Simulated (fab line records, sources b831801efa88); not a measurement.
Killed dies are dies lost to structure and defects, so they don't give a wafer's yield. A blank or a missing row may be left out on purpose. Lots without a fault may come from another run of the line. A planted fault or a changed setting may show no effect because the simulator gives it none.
A struck lot beside a sound one | flow sky130 | 36 steps out of a route of 708
Sound: wafers L572.2, L572.4, L572.6. Struck: wafers L587.1, L587.3, L587.6. The cause comes at the end.
At each step with rows: each side's tool, then ch and its chambers, then its first start. Under that, the readings that differ: sound wafers | struck wafers | difference of the means | sigmas: that difference in standard deviations of wafers without a fault.
alike: readings whose means differ by less than 2 such deviations, and words and numbers that are the same on both sides. not compared: withheld readings, readings that some wafer has no value for, bounds like >300 that may hide the same value, and numbers for which the record gives no deviation and whose values overlap.
The two part at a step that has a row with sigmas, a row that says differs or no value, or rows on one side only. Numbers that don't overlap but have no deviation are shown without sigmas and don't part them. A reading that every wafer of one side lacks parts them only if that side has two wafers or more.

first, 10 steps without rows for these wafers: SKY_GATE_OXIDE_COAT_05 (resist thk 1140 nm); SKY_GATE_OXIDE_SOFTBAKE_06 (time 60 s); SKY_GATE_OXIDE_EXPOSE_07 (exposes mask LVOM, target cd 600 nm); SKY_GATE_OXIDE_PEB_08; SKY_GATE_OXIDE_DEVELOP_09 (develop time 60 s); SKY_GATE_OXIDE_IMPLANT_11; SKY_GATE_OXIDE_WET_ETCH_12 (etches SiO2 in dHF, target depth 16.8 nm, time 336 s); SKY_GATE_OXIDE_STRIP_13 (strips in O2/N2); SKY_GATE_OXIDE_CLEAN_15 (cleans in SC1/SC2, time 150 s); SKY_GATE_OXIDE_OXIDATION_16 (stabilise 600 s, purge 300 s, target thk 3.57 nm).
SKY_POLY_GATE_CVD_00: deposits poly-Si, target thk 180 nm, time 720 s.
  sound on lpcvd-01 ch 1, day 13 10:40; struck on lpcvd-01 ch 1, day 19 04:35
  reading                                       | sound                | struck               | difference | sigmas
  spike_tc_bottom_C (C)                         | 636 637 635          | 623 622 624          | -13        | -3
  spike_tc_centre_C (C)                         | 619.9 622.1 620.5    | 605.0 607.7 606.2    | -14.5      | -12
  spike_tc_lower_C (C)                          | 616.4 619.6 617.7    | 605.2 603.8 605.6    | -13.0      | -10
  spike_tc_top_C (C)                            | 644.1 643.6 643.5    | 629.4 627.5 628.7    | -15.2      | -7
  spike_tc_upper_C (C)                          | 623.9 619.1 619.1    | 604.8 607.2 605.6    | -14.8      | -15
  susceptor_temp_C (C)                          | 620.76 620.81 620.00 | 605.39 605.43 605.12 | -15.21     | -61
  model.poly-Si_of_POLY_GATE_CVD_00.thk_nm (nm) | 179.9 176.8 178.8    | 127.8 126.4 128.7    | -50.9      |
SKY_POLY_GATE_THK_MEAS_01:
  sound on film_metro-02, day 13 11:52; struck on film_metro-01, day 19 05:47
  reading                   | sound             | struck            | difference | sigmas
  POLY_GATE_CVD_00_THK (nm) | 180.0 176.8 178.6 | 127.7 126.4 128.7 | -50.9      | -30
then, 9 steps without rows for these wafers: SKY_RES_PROTECT_DEHYDRATE_00 (time 60 s); SKY_RES_PROTECT_HMDS_01 (prime time 60 s); SKY_RES_PROTECT_COAT_02 (resist thk 1140 nm); SKY_RES_PROTECT_SOFTBAKE_03 (time 60 s); SKY_RES_PROTECT_EXPOSE_04 (exposes mask RPM, target cd 1270 nm); SKY_RES_PROTECT_PEB_05; SKY_RES_PROTECT_DEVELOP_06 (develop time 60 s); SKY_POLY_GATE_IMPLANT_02; SKY_RES_PROTECT_STRIP_07 (strips in O2/N2).
SKY_RES_PROTECT_CLEAN_09: cleans in SC1/SC2, time 150 s.
  sound on wet_bench-03 ch 3, day 14 13:40; struck on wet_bench-02 ch 2, day 20 13:22
  reading                                       | sound             | struck            | difference | sigmas
  model.poly-Si_of_POLY_GATE_CVD_00.thk_nm (nm) | 179.3 176.2 178.2 | 127.2 125.8 128.1 | -50.9      |
then, 11 steps without rows for these wafers: SKY_POLY_GATE_CVD_03 (deposits Si3N4 from DCS/NH3, target thk 75 nm, time 1290 s); SKY_POLY_GATE_DEHYDRATE_05 (time 60 s); SKY_POLY_GATE_HMDS_06 (prime time 60 s); SKY_POLY_GATE_COAT_07 (resist thk 110 nm); SKY_POLY_GATE_COAT_08 (resist thk 450 nm); SKY_POLY_GATE_SOFTBAKE_09 (time 90 s); SKY_POLY_GATE_EXPOSE_10 (exposes mask P1M, target cd 150 nm); SKY_POLY_GATE_PEB_11; SKY_POLY_GATE_DEVELOP_12 (develop time 60 s); SKY_POLY_GATE_ETCH_15 (etches BARC in N2/H2, stops on SiO2, time 118.5 s, target depth 110 nm); SKY_POLY_GATE_ETCH_16 (etches Si3N4 in CH3F/O2, stops on poly-Si, time 147.5 s, target depth 75 nm).
SKY_POLY_GATE_ETCH_17: etches poly-Si in HBr/Cl2, stops on SiO2, target depth 180 nm, time 70.5 s.
  sound on rie_si-02 ch 1,2, day 15 19:34; struck on rie_si-01 ch 0,3, day 21 22:30
  reading                               | sound             | struck            | difference | sigmas
  oes_product_au (a.u.)                 | 0.983 0.987 0.984 | 0.785 0.781 0.791 | -0.199     | -26
  model.etch.depth_nm (nm)              | 179.3 176.2 178.2 | 127.2 125.8 128.1 | -50.9      |
  model.POLY_GATE.feature_depth_nm (nm) | 179.3 176.2 178.2 | 127.2 125.8 128.1 | -50.9      |
  alike: HBr_flow_sccm, bias_w, drypump_motor_current_A, throttle_valve_pct
  not compared: rf_hours_counter_h
then, 1 step without rows for these wafers: SKY_POLY_GATE_STRIP_18 (strips in O2/N2).
-- the record jumps here: 28 days lie between the struck wafers' starts before and after (it left off in module POLY_GATE and takes up again in module PAD_OPEN, whose first step shown is number 708 of the route) --
SKY_PAD_OPEN_PROBE_99:
  sound on prober-01, day 45 00:43; struck on prober-01, day 49 20:56
  reading                             | sound             | struck            | difference | sigmas
  model.etest.res_high_po.line_ohm_um | 750.2 754.5 744.5 | 1051 1044 1001    | +282       |
  model.etest.res_poly.line_ohm_um    | 507.9 534.9 513.7 | 733.7 743.6 713.9 | +211.6     |
  model.etest.tip_sonos.rs_ohm_sq     | 2633 2624 2609    | 2535 2569 2515    | -82        |
  model.etest.res_high_po.rs_ohm_sq   | 264.1 260.3 262.6 | 361.2 360.3 349.9 | +94.8      |
  model.etest.res_poly.rs_ohm_sq      | 49.12 49.12 49.39 | 68.59 68.36 66.63 | +18.65     |
  model.etest.cap_li_to_poly.c_af_um2 | 97.92 96.48 98.17 | 85.3 84.81 90.47  | -10.7      |
  model.etest.tip_n.rs_ohm_sq         | 445.5 442.4 446.4 | 436.2 440.5 435.2 | -7.5       |
  alike: killed_at_M0_to_M3, killed_at_M4_up, killed_at_contacts, killed_at_front_end, killed_at_other, killed_dies, killed_open, killed_short
  not compared: model.etest.res_pwde_under_gate.rs_ohm_sq

WHERE THEY PART
First at SKY_POLY_GATE_CVD_00; last, within this record, at SKY_POLY_GATE_ETCH_17. Later steps at which nothing parts them and some readings are alike: SKY_PAD_OPEN_PROBE_99.

WHY: what the simulator had put in
Process parameter drift: lpcvd-01, from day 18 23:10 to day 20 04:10, at SKY_POLY_GATE_CVD_00. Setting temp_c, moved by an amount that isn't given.
